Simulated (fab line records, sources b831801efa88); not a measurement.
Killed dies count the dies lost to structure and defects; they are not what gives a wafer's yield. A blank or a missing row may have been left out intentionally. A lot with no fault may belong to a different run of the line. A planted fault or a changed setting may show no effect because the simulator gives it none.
fab line records + flow sky130
record:
- lots: 14
- wafers: 42
- last-day: 49
route steps=708 shown METAL4@635 METAL5@664
lots with no fault: from the same line, run without faults
start-h: the number of hours between the record's first day and the start of the first shown wafer of the lot + wait-h: hours elapsed since this lot's preceding step + " same as the row above + L1.1+2: a single row standing in for several wafers + - no value, or no start was given + * or withheld: withheld + < > ~ a bound
route shown NAME@n: a module of which the file shows steps, and the number in the route of the first + usual: mean/standard deviation of fault-free wafers + same: alike in all rows + chamber/n: place in a boat + sites: per-site readings + _std_site: standard deviation of those values + _edge_site: the outer-site mean with the inner-site mean subtracted + radius-mm: for every site, how far away it sits from the centre of the wafer + mask NAME#n: copy n + behind: the last tool/chamber to shape the wafer + hold: cause of the lot's hold/its duration in hours/its outcome + device: the n, p or np transistor that did not switch + end of line: at the end of the route, the tests of the same wafers + a step given without rows: its recipe and nothing more + killed: the dies lost at the first sort to structure and to defects; this is not the yield of the wafer + map: dies across one wafer; x = killed, . = not, _ = none there
set.NAME: the run value of the setting; set.NAME@STEP: its run value at that earlier step + model.NAME: the simulator's own value behind a step, which no gauge read
the route's steps for a sample of lots (tables are steps, rows are wafers)
services: a tool's chamber out of use, with start hour (start-h, from the record's first day; less than 0 if before it), hours out, and reason
== steps ==
step: SKY_METAL4_STRIP_19
recipe:
- chemistry: O2/N2
- power-w: 1400
- pressure-mtorr: 1500
- platen-temp-c: withheld
- o2-flow-sccm: 3000
- n2-flow-sccm: 300
- overash-fraction: 0.5
usual:
- drypump-motor-current-A: 6.1/0.48
- n2-flow-sccm: 300.1/0.89
- oes-product-au: 0.499/0.0058
- strip-time-to-endpoint-s: 6.48/0.075
| lot.wafer | tool            | chamber | start-h | wait-h | drypump-motor-current-A | n2-flow-sccm | oes-product-au | rf-hours-counter-h | strip-time-to-endpoint-s |
|-----------|-----------------|---------|---------|--------|-------------------------|--------------|----------------|--------------------|--------------------------|
| L109.1    | plasma-asher-02 | 1       | 982.26  | 0.1    | 6.2                     | 300.7        | 0.498          | 116                | 6.60                     |
| L109.5    | "               | 0       | "       | "      | 6.3                     | 299.3        | 0.492          | -                  | 6.35                     |
| L109.6    | "               | 1       | "       | "      | 6.2                     | 301.3        | 0.503          | -                  | 6.57                     |
| L111.2    | plasma-asher-03 | 1       | 996.31  | 0.2    | 6.8                     | 299.5        | 0.498          | 59                 | 6.46                     |
| L111.5    | "               | 0       | "       | "      | 5.7                     | 299.4        | 0.497          | -                  | 6.45                     |
| L111.6    | "               | 1       | "       | "      | 6.8                     | 299.8        | 0.489          | -                  | 6.48                     |
| L112.1    | plasma-asher-01 | 1       | 999.56  | 0.1    | 6.3                     | 299.7        | 0.490          | 26                 | 6.42                     |
| L112.2    | "               | 0       | "       | "      | 5.4                     | 300.6        | 0.500          | 26                 | 6.59                     |
| L112.4    | "               | 1       | "       | "      | 6.3                     | 300.2        | 0.497          | -                  | 6.60                     |
| L113.1    | plasma-asher-01 | 0       | 1009.06 | 0.1    | 5.5                     | 299.3        | 0.511          | 27                 | 6.47                     |
| L113.2    | "               | 1       | "       | "      | 6.2                     | 299.7        | 0.497          | 27                 | 6.45                     |
| L113.4    | "               | 1       | "       | "      | 6.2                     | 300.4        | 0.499          | -                  | 6.48                     |
| L114.1    | plasma-asher-01 | 1       | 1014.70 | 0.1    | 6.2                     | 301.1        | 0.500          | 27                 | 6.50                     |
| L114.4    | "               | 1       | "       | "      | 6.3                     | 300.5        | 0.497          | -                  | 6.50                     |
| L114.5    | "               | 1       | "       | "      | 6.2                     | 300.1        | 0.500          | -                  | 6.49                     |
| L115.1    | plasma-asher-01 | 0       | 1020.08 | 0.1    | 5.4                     | 299.1        | 0.496          | 28                 | 6.36                     |
| L115.2    | "               | 1       | "       | "      | 6.3                     | 298.7        | 0.494          | 28                 | 6.51                     |
| L115.5    | "               | 1       | "       | "      | 6.3                     | 300.7        | 0.501          | -                  | 6.51                     |
| L116.2    | plasma-asher-03 | 1       | 1028.85 | 0.1    | 6.8                     | 299.6        | 0.495          | 62                 | 6.42                     |
| L116.3    | "               | 1       | "       | "      | 6.8                     | 300.6        | 0.502          | -                  | 6.48                     |
| L116.5    | "               | 0       | "       | "      | 5.8                     | 300.1        | 0.498          | -                  | 6.45                     |
| L117.1    | plasma-asher-01 | 0       | 1037.41 | 0.1    | 5.4                     | 298.6        | 0.508          | 30                 | 6.55                     |
| L117.2    | "               | 1       | "       | "      | 6.3                     | 299.5        | 0.491          | 30                 | 6.40                     |
| L117.4    | "               | 1       | "       | "      | 6.3                     | 301.8        | 0.498          | -                  | 6.36                     |
| L118.1    | plasma-asher-01 | 1       | 1051.22 | 0.1    | 6.2                     | 301.4        | 0.503          | 31                 | 6.51                     |
| L118.4    | "               | 1       | "       | "      | 6.2                     | 301.7        | 0.490          | -                  | 6.44                     |
| L118.6    | "               | 1       | "       | "      | 6.2                     | 301.6        | 0.498          | -                  | 6.46                     |
| L119.4    | plasma-asher-01 | 0       | 1051.95 | 0.1    | 5.5                     | 299.3        | 0.493          | -                  | 6.38                     |
| L119.5    | "               | 0       | "       | "      | 5.5                     | 300.1        | 0.498          | -                  | 6.43                     |
| L119.6    | "               | 1       | "       | "      | 6.2                     | 300.4        | 0.499          | -                  | 6.62                     |
| L120.1    | plasma-asher-03 | 1       | 1057.30 | 0.1    | 6.8                     | 300.8        | 0.503          | 65                 | 6.50                     |
| L120.2    | "               | 0       | "       | "      | 5.7                     | 300.4        | 0.499          | 65                 | 6.52                     |
| L120.6    | "               | 0       | "       | "      | 5.7                     | 300.1        | 0.500          | -                  | 6.52                     |
| L121.2    | plasma-asher-03 | 0       | 1059.47 | 0.1    | 5.7                     | 300.9        | 0.498          | 66                 | 6.49                     |
| L121.4    | "               | 0       | "       | "      | 5.8                     | 300.4        | 0.500          | -                  | 6.51                     |
| L121.5    | "               | 0       | "       | "      | 5.7                     | 300.8        | 0.502          | -                  | 6.43                     |
| L125.3    | plasma-asher-02 | 0       | 1088.36 | 0.1    | 6.3                     | 300.1        | 0.516          | -                  | 6.64                     |
| L125.5    | "               | 1       | "       | "      | 6.2                     | 300.6        | 0.509          | -                  | 6.62                     |
| L125.6    | "               | 0       | "       | "      | 6.3                     | 299.1        | 0.497          | -                  | 6.41                     |
| L126.1    | plasma-asher-03 | 1       | 1092.10 | 0.1    | 6.8                     | 300.7        | 0.493          | 69                 | 6.41                     |
| L126.3    | "               | 1       | "       | "      | 6.8                     | 299.9        | 0.494          | -                  | 6.44                     |
| L126.6    | "               | 0       | "       | "      | 5.8                     | 299.6        | 0.504          | -                  | 6.50                     |
step: SKY_METAL5_SPUTTER_03
recipe:
- material: Ti
- target-thk-nm: 5
- power-w: 3000
- time-s: 3.3
- chamber-pressure-pa: 0.4
usual:
- throttle-valve-pct: 30.6/1.2
| lot.wafer | tool           | chamber | start-h | wait-h | throttle-valve-pct |
|-----------|----------------|---------|---------|--------|--------------------|
| L109.1    | pvd-sputter-03 | -       | 1008.34 | 0.0    | 32.8               |
| L109.5    | "              | -       | "       | "      | 29.1               |
| L109.6    | "              | -       | "       | "      | 33.4               |
| L111.2    | pvd-sputter-01 | -       | 1021.43 | 0.0    | 30.0               |
| L111.5    | "              | -       | "       | "      | 29.9               |
| L111.6    | "              | -       | "       | "      | 29.7               |
| L112.1    | pvd-sputter-04 | -       | 1025.58 | 0.0    | 30.6               |
| L112.2    | "              | -       | "       | "      | 30.4               |
| L112.4    | "              | -       | "       | "      | 30.9               |
| L113.1    | pvd-sputter-03 | -       | 1035.08 | 0.0    | 33.0               |
| L113.2    | "              | -       | "       | "      | 31.2               |
| L113.4    | "              | -       | "       | "      | 29.5               |
| L114.1    | pvd-sputter-04 | -       | 1039.85 | 0.0    | 30.2               |
| L114.4    | "              | -       | "       | "      | 30.8               |
| L114.5    | "              | -       | "       | "      | 31.2               |
| L115.1    | pvd-sputter-01 | -       | 1045.44 | 0.0    | 29.5               |
| L115.2    | "              | -       | "       | "      | 32.0               |
| L115.5    | "              | -       | "       | "      | 30.2               |
| L116.2    | pvd-sputter-03 | -       | 1054.14 | 0.0    | 31.0               |
| L116.3    | "              | -       | "       | "      | 32.9               |
| L116.5    | "              | -       | "       | "      | 31.2               |
| L117.1    | pvd-sputter-04 | -       | 1062.68 | 0.0    | 31.0               |
| L117.2    | "              | -       | "       | "      | 30.2               |
| L117.4    | "              | -       | "       | "      | 29.1               |
| L118.1    | pvd-sputter-04 | -       | 1074.34 | 0.0    | 30.3               |
| L118.4    | "              | -       | "       | "      | 30.7               |
| L118.6    | "              | -       | "       | "      | 29.1               |
| L119.4    | pvd-sputter-01 | -       | 1075.41 | 0.0    | 29.9               |
| L119.5    | "              | -       | "       | "      | 32.3               |
| L119.6    | "              | -       | "       | "      | 30.2               |
| L120.1    | pvd-sputter-01 | -       | 1080.88 | 0.0    | 30.1               |
| L120.2    | "              | -       | "       | "      | 29.3               |
| L120.6    | "              | -       | "       | "      | 30.0               |
| L121.2    | pvd-sputter-04 | -       | 1084.12 | 0.0    | 30.5               |
| L121.4    | "              | -       | "       | "      | 29.1               |
| L121.5    | "              | -       | "       | "      | 30.4               |
| L125.3    | pvd-sputter-03 | -       | 1112.83 | 0.0    | 29.7               |
| L125.5    | "              | -       | "       | "      | 33.3               |
| L125.6    | "              | -       | "       | "      | 31.1               |
| L126.1    | pvd-sputter-03 | -       | 1115.53 | 0.0    | 29.5               |
| L126.3    | "              | -       | "       | "      | 31.2               |
| L126.6    | "              | -       | "       | "      | 33.0               |
step: SKY_METAL5_SPUTTER_04
recipe:
- material: TiN
- target-thk-nm: 70
- power-w: 6500
- time-s: 58.3
- chamber-pressure-pa: 0.4
usual:
- throttle-valve-pct: 30.6/1.2
| lot.wafer | tool           | chamber | start-h | wait-h | throttle-valve-pct |
|-----------|----------------|---------|---------|--------|--------------------|
| L109.1    | pvd-sputter-03 | -       | 1008.36 | 0.0    | 33.2               |
| L109.5    | "              | -       | "       | "      | 29.4               |
| L109.6    | "              | -       | "       | "      | 33.2               |
| L111.2    | pvd-sputter-01 | -       | 1021.44 | 0.0    | 29.9               |
| L111.5    | "              | -       | "       | "      | 29.8               |
| L111.6    | "              | -       | "       | "      | 30.3               |
| L112.1    | pvd-sputter-04 | -       | 1025.60 | 0.0    | 30.7               |
| L112.2    | "              | -       | "       | "      | 30.3               |
| L112.4    | "              | -       | "       | "      | 30.9               |
| L113.1    | pvd-sputter-03 | -       | 1035.10 | 0.0    | 33.3               |
| L113.2    | "              | -       | "       | "      | 31.2               |
| L113.4    | "              | -       | "       | "      | 29.5               |
| L114.1    | pvd-sputter-04 | -       | 1039.87 | 0.0    | 30.6               |
| L114.4    | "              | -       | "       | "      | 31.1               |
| L114.5    | "              | -       | "       | "      | 31.1               |
| L115.1    | pvd-sputter-01 | -       | 1045.46 | 0.0    | 29.3               |
| L115.2    | "              | -       | "       | "      | 31.9               |
| L115.5    | "              | -       | "       | "      | 30.0               |
| L116.2    | pvd-sputter-03 | -       | 1054.16 | 0.0    | 31.2               |
| L116.3    | "              | -       | "       | "      | 32.9               |
| L116.5    | "              | -       | "       | "      | 31.0               |
| L117.1    | pvd-sputter-04 | -       | 1062.70 | 0.0    | 31.2               |
| L117.2    | "              | -       | "       | "      | 30.0               |
| L117.4    | "              | -       | "       | "      | 29.1               |
| L118.1    | pvd-sputter-04 | -       | 1074.36 | 0.0    | 30.2               |
| L118.4    | "              | -       | "       | "      | 30.9               |
| L118.6    | "              | -       | "       | "      | 29.0               |
| L119.4    | pvd-sputter-01 | -       | 1075.43 | 0.0    | 29.5               |
| L119.5    | "              | -       | "       | "      | 32.0               |
| L119.6    | "              | -       | "       | "      | 30.4               |
| L120.1    | pvd-sputter-01 | -       | 1080.90 | 0.0    | 30.1               |
| L120.2    | "              | -       | "       | "      | 29.7               |
| L120.6    | "              | -       | "       | "      | 29.8               |
| L121.2    | pvd-sputter-04 | -       | 1084.13 | 0.0    | 30.7               |
| L121.4    | "              | -       | "       | "      | 29.3               |
| L121.5    | "              | -       | "       | "      | 30.1               |
| L125.3    | pvd-sputter-03 | -       | 1112.84 | 0.0    | 29.5               |
| L125.5    | "              | -       | "       | "      | 33.2               |
| L125.6    | "              | -       | "       | "      | 31.3               |
| L126.1    | pvd-sputter-03 | -       | 1115.54 | 0.0    | 29.5               |
| L126.3    | "              | -       | "       | "      | 30.8               |
| L126.6    | "              | -       | "       | "      | 33.1               |
step: SKY_METAL5_METAL_ETCH_15
recipe:
- target-depth-a: 12600
- stop-on: SiO2
- over-etch-frac: 0.2
- time-s: 252
- chemistry: Cl2/BCl3
- resist-sidewall-deg: 86
- pressure-mtorr: 10
- icp-w: 900
- bias-w: 48.5
- Cl2_flow_sccm: 60
- bcl3-flow-sccm: 30
usual:
- drypump-motor-current-A: 5.8/0.62
- he-backside-leak-sccm: 3.43/0.17
- oes-product-au: 0.893/0.006
- run-length-s: 280.6/0.75
- throttle-valve-pct: 22.264/0.0087
| lot.wafer | tool         | chamber | start-h | wait-h | drypump-motor-current-A | he-backside-leak-sccm | oes-product-au | rf-hours-counter-h | run-length-s | throttle-valve-pct |
|-----------|--------------|---------|---------|--------|-------------------------|-----------------------|----------------|--------------------|--------------|--------------------|
| L109.1    | rie-metal-02 | 1       | 1031.12 | 0.0    | 5.3                     | 3.54                  | 0.888          | 9                  | 280.9        | 22.261             |
| L109.5    | "            | 0       | "       | "      | 6.7                     | 3.39                  | 0.886          | -                  | 279.7        | 22.270             |
| L109.6    | "            | 1       | "       | "      | 5.3                     | 3.46                  | 0.901          | -                  | 281.0        | 22.279             |
| L111.2    | rie-metal-02 | 0       | 1044.03 | 0.0    | 6.7                     | 3.56                  | 0.889          | 5                  | 282.9        | 22.273             |
| L111.5    | "            | 1       | "       | "      | 5.3                     | 3.44                  | 0.888          | -                  | 284.0        | 22.262             |
| L111.6    | "            | 0       | "       | "      | 6.7                     | 3.40                  | 0.900          | -                  | 283.1        | 22.259             |
| L112.1    | rie-metal-03 | 0       | 1047.85 | 0.0    | 6.1                     | 3.41                  | 0.887          | 10                 | 280.5        | 22.262             |
| L112.2    | "            | 1       | "       | "      | 5.4                     | 3.73                  | 0.902          | 7                  | 280.7        | 22.255             |
| L112.4    | "            | 1       | "       | "      | 5.4                     | 3.65                  | 0.890          | -                  | 280.6        | 22.278             |
| L113.1    | rie-metal-03 | 0       | 1057.59 | 0.0    | 6.1                     | 3.47                  | 0.897          | 11                 | 279.8        | 22.265             |
| L113.2    | "            | 1       | "       | "      | 5.4                     | 3.84                  | 0.892          | 8                  | 280.5        | 22.262             |
| L113.4    | "            | 1       | "       | "      | 5.4                     | 3.56                  | 0.890          | -                  | 280.6        | 22.266             |
| L114.1    | rie-metal-03 | 0       | 1062.17 | 0.0    | 6.1                     | 3.41                  | 0.901          | 12                 | 279.8        | 22.270             |
| L114.4    | "            | 0       | "       | "      | 6.1                     | 3.44                  | 0.898          | -                  | 279.8        | 22.252             |
| L114.5    | "            | 0       | "       | "      | 6.1                     | 3.34                  | 0.886          | -                  | 280.2        | 22.259             |
| L115.1    | rie-metal-02 | 1       | 1067.57 | 0.0    | 5.3                     | 3.57                  | 0.897          | 11                 | 280.8        | 22.261             |
| L115.2    | "            | 0       | "       | "      | 6.7                     | 3.35                  | 0.899          | 7                  | 279.9        | 22.273             |
| L115.5    | "            | 0       | "       | "      | 6.7                     | 3.70                  | 0.899          | -                  | 280.3        | 22.266             |
| L116.2    | rie-metal-03 | 0       | 1075.17 | 0.0    | 6.1                     | 3.40                  | 0.900          | 12                 | 280.0        | 22.259             |
| L116.3    | "            | 0       | "       | "      | 6.1                     | 3.38                  | 0.890          | -                  | 280.1        | 22.270             |
| L116.5    | "            | 0       | "       | "      | 6.1                     | 3.37                  | 0.893          | -                  | 280.1        | 22.272             |
| L117.1    | rie-metal-02 | 0       | 1082.99 | 0.0    | 6.7                     | 3.56                  | 0.886          | 8                  | 279.8        | 22.265             |
| L117.2    | "            | 1       | "       | "      | 5.3                     | 3.33                  | 0.882          | 12                 | 281.0        | 22.273             |
| L117.4    | "            | 1       | "       | "      | 5.3                     | 3.38                  | 0.906          | -                  | 280.9        | 22.284             |
| L118.1    | rie-metal-04 | 0       | 1094.80 | 0.0    | 5.4                     | 3.17                  | 0.893          | 9                  | 280.5        | 22.265             |
| L118.4    | "            | 1       | "       | "      | 5.1                     | 3.07                  | 0.889          | -                  | 280.6        | 22.269             |
| L118.6    | "            | 0       | "       | "      | 5.4                     | 3.25                  | 0.891          | -                  | 280.2        | 22.275             |
| L119.4    | rie-metal-02 | 1       | 1096.37 | 0.1    | 5.3                     | 3.61                  | 0.889          | -                  | 280.8        | 22.251             |
| L119.5    | "            | 1       | "       | "      | 5.3                     | 3.42                  | 0.897          | -                  | 280.9        | 22.249             |
| L119.6    | "            | 0       | "       | "      | 6.7                     | 3.57                  | 0.886          | -                  | 280.1        | 22.271             |
| L120.1    | rie-metal-04 | 0       | 1101.49 | 0.0    | 5.4                     | 3.52                  | 0.883          | 10                 | 280.4        | 22.273             |
| L120.2    | "            | 1       | "       | "      | 5.0                     | 3.03                  | 0.895          | 20                 | 280.7        | 22.252             |
| L120.6    | "            | 1       | "       | "      | 5.1                     | 3.10                  | 0.903          | -                  | 281.0        | 22.268             |
| L121.2    | rie-metal-03 | 0       | 1104.44 | 0.0    | 6.1                     | 3.42                  | 0.885          | 15                 | 279.9        | 22.263             |
| L121.4    | "            | 1       | "       | "      | 5.4                     | 3.47                  | 0.904          | -                  | 280.9        | 22.273             |
| L121.5    | "            | 0       | "       | "      | 6.1                     | 3.35                  | 0.891          | -                  | 279.8        | 22.269             |
| L125.3    | rie-metal-02 | 0       | 1131.13 | 0.1    | 6.7                     | 3.41                  | 1.008          | -                  | 249.0        | 22.260             |
| L125.5    | "            | 0       | "       | "      | 6.7                     | 3.38                  | 0.995          | -                  | 248.3        | 22.289             |
| L125.6    | "            | 1       | "       | "      | 5.3                     | 3.43                  | 1.020          | -                  | 249.7        | 22.271             |
| L126.1    | rie-metal-02 | 0       | 1134.59 | 0.0    | 6.7                     | 3.47                  | 1.013          | 12                 | 248.4        | 22.264             |
| L126.3    | "            | 0       | "       | "      | 6.7                     | 3.59                  | 1.006          | -                  | 248.2        | 22.280             |
| L126.6    | "            | 0       | "       | "      | 6.7                     | 3.48                  | 1.004          | -                  | 248.2        | 22.275             |
step: SKY_METAL5_STRIP_16
recipe:
- chemistry: O2/N2
- power-w: 1400
- pressure-mtorr: 1500
- platen-temp-c: withheld
- o2-flow-sccm: 3000
- n2-flow-sccm: 300
- overash-fraction: 0.5
usual:
- drypump-motor-current-A: 5.7/0.58
- n2-flow-sccm: 300.0/0.87
- oes-product-au: 0.710/0.0039
- strip-time-to-endpoint-s: 12.97/0.11
| lot.wafer | tool            | chamber | start-h | wait-h | drypump-motor-current-A | n2-flow-sccm | oes-product-au | rf-hours-counter-h | strip-time-to-endpoint-s |
|-----------|-----------------|---------|---------|--------|-------------------------|--------------|----------------|--------------------|--------------------------|
| L109.1    | plasma-asher-04 | 1       | 1031.35 | 0.2    | 5.4                     | 300.5        | 0.700          | 93                 | 12.91                    |
| L109.5    | "               | 1       | "       | "      | 5.4                     | 301.2        | 0.711          | -                  | 12.96                    |
| L109.6    | "               | 0       | "       | "      | 5.0                     | 299.0        | 0.708          | -                  | 12.82                    |
| L111.2    | plasma-asher-03 | 0       | 1044.34 | 0.2    | 5.7                     | 300.1        | 0.711          | 64                 | 12.97                    |
| L111.5    | "               | 0       | "       | "      | 5.8                     | 299.2        | 0.706          | -                  | 12.78                    |
| L111.6    | "               | 1       | "       | "      | 6.8                     | 299.6        | 0.708          | -                  | 12.93                    |
| L112.1    | plasma-asher-04 | 0       | 1048.08 | 0.2    | 5.0                     | 299.5        | 0.712          | 95                 | 12.99                    |
| L112.2    | "               | 1       | "       | "      | 5.4                     | 299.9        | 0.710          | 95                 | 13.08                    |
| L112.4    | "               | 0       | "       | "      | 5.0                     | 298.6        | 0.715          | -                  | 13.08                    |
| L113.1    | plasma-asher-01 | 1       | 1057.82 | 0.2    | 6.3                     | 300.0        | 0.714          | 32                 | 13.03                    |
| L113.2    | "               | 0       | "       | "      | 5.5                     | 301.6        | 0.713          | 32                 | 13.10                    |
| L113.4    | "               | 0       | "       | "      | 5.5                     | 299.8        | 0.702          | -                  | 13.06                    |
| L114.1    | plasma-asher-04 | 0       | 1062.40 | 0.2    | 5.0                     | 299.6        | 0.711          | 96                 | 12.94                    |
| L114.4    | "               | 0       | "       | "      | 5.0                     | 298.9        | 0.711          | -                  | 12.95                    |
| L114.5    | "               | 0       | "       | "      | 5.0                     | 300.2        | 0.709          | -                  | 12.92                    |
| L115.1    | plasma-asher-01 | 0       | 1067.80 | 0.2    | 5.4                     | 300.5        | 0.712          | 33                 | 12.85                    |
| L115.2    | "               | 1       | "       | "      | 6.2                     | 299.2        | 0.707          | 33                 | 12.81                    |
| L115.5    | "               | 1       | "       | "      | 6.3                     | 299.4        | 0.712          | -                  | 12.86                    |
| L116.2    | plasma-asher-04 | 0       | 1075.40 | 0.2    | 5.0                     | 298.9        | 0.708          | 98                 | 13.01                    |
| L116.3    | "               | 1       | "       | "      | 5.4                     | 300.5        | 0.705          | -                  | 12.97                    |
| L116.5    | "               | 0       | "       | "      | 5.0                     | 301.7        | 0.717          | -                  | 12.94                    |
| L117.1    | plasma-asher-04 | 0       | 1083.22 | 0.2    | 5.0                     | 300.6        | 0.708          | 98                 | 12.88                    |
| L117.2    | "               | 1       | "       | "      | 5.4                     | 300.9        | 0.716          | 98                 | 12.83                    |
| L117.4    | "               | 1       | "       | "      | 5.4                     | 301.2        | 0.705          | -                  | 12.81                    |
| L118.1    | plasma-asher-04 | 0       | 1095.03 | 0.2    | 5.0                     | 300.2        | 0.716          | 100                | 13.15                    |
| L118.4    | "               | 1       | "       | "      | 5.4                     | 300.2        | 0.717          | -                  | 13.10                    |
| L118.6    | "               | 1       | "       | "      | 5.4                     | 300.6        | 0.708          | -                  | 13.09                    |
| L119.4    | plasma-asher-01 | 1       | 1096.56 | 0.1    | 6.2                     | 298.5        | 0.712          | -                  | 12.88                    |
| L119.5    | "               | 0       | "       | "      | 5.4                     | 300.0        | 0.713          | -                  | 12.86                    |
| L119.6    | "               | 1       | "       | "      | 6.2                     | 298.6        | 0.708          | -                  | 12.96                    |
| L120.1    | plasma-asher-04 | 0       | 1101.72 | 0.2    | 5.0                     | 300.4        | 0.708          | 100                | 12.95                    |
| L120.2    | "               | 1       | "       | "      | 5.4                     | 301.5        | 0.706          | 100                | 13.06                    |
| L120.6    | "               | 0       | "       | "      | 5.0                     | 298.1        | 0.714          | -                  | 13.09                    |
| L121.2    | plasma-asher-01 | 1       | 1104.67 | 0.2    | 6.3                     | 301.5        | 0.707          | 37                 | 12.83                    |
| L121.4    | "               | 1       | "       | "      | 6.3                     | 300.5        | 0.715          | -                  | 13.10                    |
| L121.5    | "               | 1       | "       | "      | 6.3                     | 301.5        | 0.713          | -                  | 12.96                    |
| L125.3    | plasma-asher-03 | 0       | 1131.32 | 0.1    | 5.8                     | 299.6        | 0.715          | -                  | 14.03                    |
| L125.5    | "               | 0       | "       | "      | 5.8                     | 299.7        | 0.710          | -                  | 14.05                    |
| L125.6    | "               | 1       | "       | "      | 6.8                     | 301.7        | 0.709          | -                  | 14.00                    |
| L126.1    | plasma-asher-01 | 1       | 1134.82 | 0.2    | 6.2                     | 299.0        | 0.714          | 39                 | 13.98                    |
| L126.3    | "               | 1       | "       | "      | 6.2                     | 300.3        | 0.708          | -                  | 13.99                    |
| L126.6    | "               | 0       | "       | "      | 5.4                     | 300.1        | 0.713          | -                  | 14.08                    |
== services ==
| tool            | chamber | start-h | hours | kind                   |
|-----------------|---------|---------|-------|------------------------|
| rie-metal-03    | -       | 973.50  | 0.1   | repair                 |
| rie-metal-02    | -       | 973.98  | 0.3   | repair                 |
| rie-metal-02    | -       | 982.99  | 1.4   | pm                     |
| pvd-sputter-04  | -       | 983.36  | 7.5   | repair                 |
| pvd-sputter-03  | -       | 993.22  | 1.9   | repair                 |
| plasma-asher-02 | -       | 994.68  | 3.6   | repair                 |
| pvd-sputter-04  | 1       | 996.09  | -     | consumable-replace:kit |
| pvd-sputter-04  | 1       | 996.09  | 18.0  | scheduled-down         |
| pvd-sputter-04  | 1       | 996.09  | 18.0  | vent-cycle             |
| plasma-asher-01 | -       | 1000.92 | 0.3   | repair                 |
| rie-metal-02    | 0       | 1004.57 | 1.5   | repair                 |
| pvd-sputter-01  | -       | 1007.28 | 4.8   | repair                 |
| rie-metal-02    | 1       | 1011.69 | 1.6   | repair                 |
| plasma-asher-01 | -       | 1016.57 | 0.9   | repair                 |
| pvd-sputter-04  | -       | 1020.97 | 0.5   | repair                 |
| plasma-asher-02 | -       | 1022.15 | 14.6  | pm                     |
| rie-metal-04    | -       | 1030.02 | 0.3   | repair                 |
| plasma-asher-02 | -       | 1055.25 | 9.0   | pm                     |
| rie-metal-02    | 0       | 1084.20 | 1.4   | repair                 |
| pvd-sputter-03  | 2       | 1085.06 | -     | consumable-replace:kit |
| rie-metal-03    | 1       | 1095.31 | 2.1   | repair                 |
| pvd-sputter-01  | -       | 1096.99 | 7.6   | repair                 |
| rie-metal-04    | -       | 1121.16 | 10.0  | pm                     |
| rie-metal-03    | -       | 1127.66 | 15.6  | pm                     |
== key ==
first-sign:
- step: SKY_METAL5_METAL_ETCH_15
- reading: run-length-s
- direction: down
- sigmas: 43
- usual: *
- struck: *
effect:
- step: SKY_METAL5_METAL_ETCH_15
- reading: oes-product-au
- direction: up
- sigmas: 19
- usual: 0.893
- struck: 1.008
effect:
- step: SKY_METAL5_STRIP_16
- reading: strip-time-to-endpoint-s
- direction: up
- sigmas: 9.3
- usual: *
- struck: *
met-at SKY_METAL5_METAL_ETCH_15
struck-lots L125,L126
sort-left-out L125.3,L125.5,L125.6
not-acting-at SKY_METAL4_STRIP_19,SKY_METAL5_SPUTTER_03,SKY_METAL5_SPUTTER_04
onset-between 1096.37 1131.13
fault:
- kind: process-parameter-drift
- tool: rie-metal-02
- chamber: -
- onset-h: 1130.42
- steps: SKY_METAL5_METAL_ETCH_15
- channel: time-s
- offset: *
- shape: step
- end-h: 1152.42
- acts-in: *
- stated: *
sort-left-out: the simulated sort isn't trusted on such a fault, so these wafers' sort isn't shown, and their yield isn't known
